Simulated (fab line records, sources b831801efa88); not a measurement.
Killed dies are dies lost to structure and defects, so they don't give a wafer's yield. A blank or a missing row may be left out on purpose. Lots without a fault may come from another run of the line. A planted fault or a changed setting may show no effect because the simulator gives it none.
Which tool is to blame? | flow sky130 | Sampling: 13 lots, 39 wafers, 3 of 708 route steps

## WHAT EACH GAUGE READ, for each wafer
SKY_VIA4_RS_MEAS_19: measurement is done with a four-point probe. Usual: VIA4_W_RS gives 0.2270 ohm/sq (standard deviation 0.002).
lot  | measured     | on            | VIA4_W_RS (ohm/sq)   | flag
L984 | day 43 11:53 | film_metro-01 | 0.2258 0.2268 0.2284 |
L986 | day 44 05:08 | film_metro-01 | 0.2262 0.2282 0.2264 |
L987 | day 44 08:43 | film_metro-04 | 0.2287 0.2293 0.2262 |
L988 | day 44 10:38 | film_metro-02 | 0.2286 0.2289 0.2297 |
L990 | day 44 20:12 | film_metro-01 | 0.2283 0.2275 0.2267 |
L989 | day 44 22:31 | film_metro-04 | 0.2264 0.2284 0.2273 |
L994 | day 46 01:45 | film_metro-01 | 0.2245 0.2254 0.2229 |
L995 | day 46 07:28 | film_metro-01 | 0.2254 0.2253 0.2251 |
L996 | day 46 11:45 | film_metro-04 | 0.2243 0.2281 0.2261 |
L998 | day 46 22:55 | film_metro-02 | 0.2246 0.2248 0.2232 |
L999 | day 47 08:47 | film_metro-02 | 0.2242 0.2259 0.2240 |
L104 | day 48 08:11 | film_metro-04 | 0.2257 0.2306 0.2269 |
L106 | day 48 18:29 | film_metro-01 | 0.2286 0.2301 0.2247 |

## TOOL THAT RAN EACH LOT (tool first, then ch and the chambers of the sampled wafers, then the start)
lot  | SKY_FIELD_ISO_STRIP_16              | SKY_VIA4_CVD_18
L984 | plasma_asher-02 ch 0, day 2 10:08   | cvd_w-01 ch 0,1, day 43 11:43
L986 | plasma_asher-02 ch 0,1, day 2 20:14 | cvd_w-01 ch 0,1, day 44 04:58
L987 | plasma_asher-03 ch 0, day 3 02:09   | cvd_w-02 ch 0,1, day 44 08:33
L988 | plasma_asher-02 ch 0,1, day 3 09:24 | cvd_w-01 ch 0,1, day 44 10:29
L990 | plasma_asher-02 ch 0,1, day 3 18:22 | cvd_w-02 ch 0,1, day 44 20:03
L989 | plasma_asher-02 ch 0,1, day 3 18:54 | cvd_w-02 ch 1, day 44 22:20
L994 | plasma_asher-03 ch 0,1, day 4 13:08 | cvd_w-01 ch 0, day 46 01:35
L995 | plasma_asher-03 ch 0,1, day 4 19:42 | cvd_w-02 ch 0,1, day 46 07:18
L996 | plasma_asher-03 ch 0,1, day 5 00:55 | cvd_w-01 ch 0,1, day 46 11:37
L998 | plasma_asher-03 ch 0,1, day 5 11:09 | cvd_w-02 ch 0, day 46 22:37
L999 | plasma_asher-03 ch 0,1, day 5 17:37 | cvd_w-02 ch 0, day 47 08:37
L104 | plasma_asher-04 ch 0,1, day 6 18:44 | cvd_w-02 ch 0,1, day 48 08:02
L106 | plasma_asher-04 ch 0,1, day 7 07:32 | cvd_w-01 ch 0,1, day 48 18:21
- SKY_FIELD_ISO_STRIP_16: strips in O2/N2.
- SKY_VIA4_CVD_18: deposits W, target thk 505 nm, time 152.14 s.

## WHAT THE TOOLS THEMSELVES READ (means of the sampled wafers that have a number; where no wafer has one, the mark that the record gives instead)
SKY_FIELD_ISO_STRIP_16. Usual: drypump_motor_current_A 5.6 A, standard deviation 0.43; oes_product_au 0.377 a.u., standard deviation 0.0048; strip_time_to_endpoint_s 3.53 s, standard deviation 0.042.
lot  | tool            | drypump_motor_current_A (A) | oes_product_au (a.u.) | strip_time_to_endpoint_s (s) | flag
L984 | plasma_asher-02 | 5.2                         | 0.374                 | 3.48                         |
L986 | plasma_asher-02 | 5.4                         | 0.375                 | 3.56                         |
L987 | plasma_asher-03 | 5.2                         | 0.379                 | 3.56                         |
L988 | plasma_asher-02 | 5.6                         | 0.379                 | 3.54                         |
L990 | plasma_asher-02 | 5.4                         | 0.377                 | 3.54                         |
L989 | plasma_asher-02 | 5.4                         | 0.371                 | 3.52                         |
L994 | plasma_asher-03 | 5.6                         | 0.375                 | 3.53                         |
L995 | plasma_asher-03 | 5.9                         | 0.379                 | 3.59                         |
L996 | plasma_asher-03 | 5.6                         | 0.371                 | 3.50                         |
L998 | plasma_asher-03 | 5.9                         | 0.381                 | 3.55                         |
L999 | plasma_asher-03 | 5.6                         | 0.379                 | 3.53                         |
L104 | plasma_asher-04 | 5.3                         | 0.379                 | 3.52                         |
L106 | plasma_asher-04 | 5.1                         | 0.377                 | 3.53                         |

SKY_VIA4_CVD_18. Usual: heater_power_w 797 W, standard deviation 110.
lot  | tool     | heater_power_w (W) | flag
L984 | cvd_w-01 | 703                |
L986 | cvd_w-01 | 695                |
L987 | cvd_w-02 | 888                |
L988 | cvd_w-01 | 701                |
L990 | cvd_w-02 | 888                |
L989 | cvd_w-02 | 944                |
L994 | cvd_w-01 | 690                |
L995 | cvd_w-02 | 915                |
L996 | cvd_w-01 | 705                |
L998 | cvd_w-02 | 870                |
L999 | cvd_w-02 | 859                |
L104 | cvd_w-02 | 883                |
L106 | cvd_w-01 | 706                |

## THE ANSWER, worked out from the rows above alone
Rule: a lot is off if the mean of its wafers that have a number lies more than 3 standard deviations from the usual mean. A lot without any number at a reading at which 4 lots or more have one is off too. All remaining lots with rows at the step are treated as sound. The gauges are gone through in route order, then the tools' own readings, and for those a lot's mean is taken as printed above. At the first step where some lot is off, the reading lying furthest off is the one used; lots without a number count as furthest.
None of the lots is off at any reading shown; this tells nothing.

## WHAT HAD BEEN PUT IN BY THE SIMULATOR
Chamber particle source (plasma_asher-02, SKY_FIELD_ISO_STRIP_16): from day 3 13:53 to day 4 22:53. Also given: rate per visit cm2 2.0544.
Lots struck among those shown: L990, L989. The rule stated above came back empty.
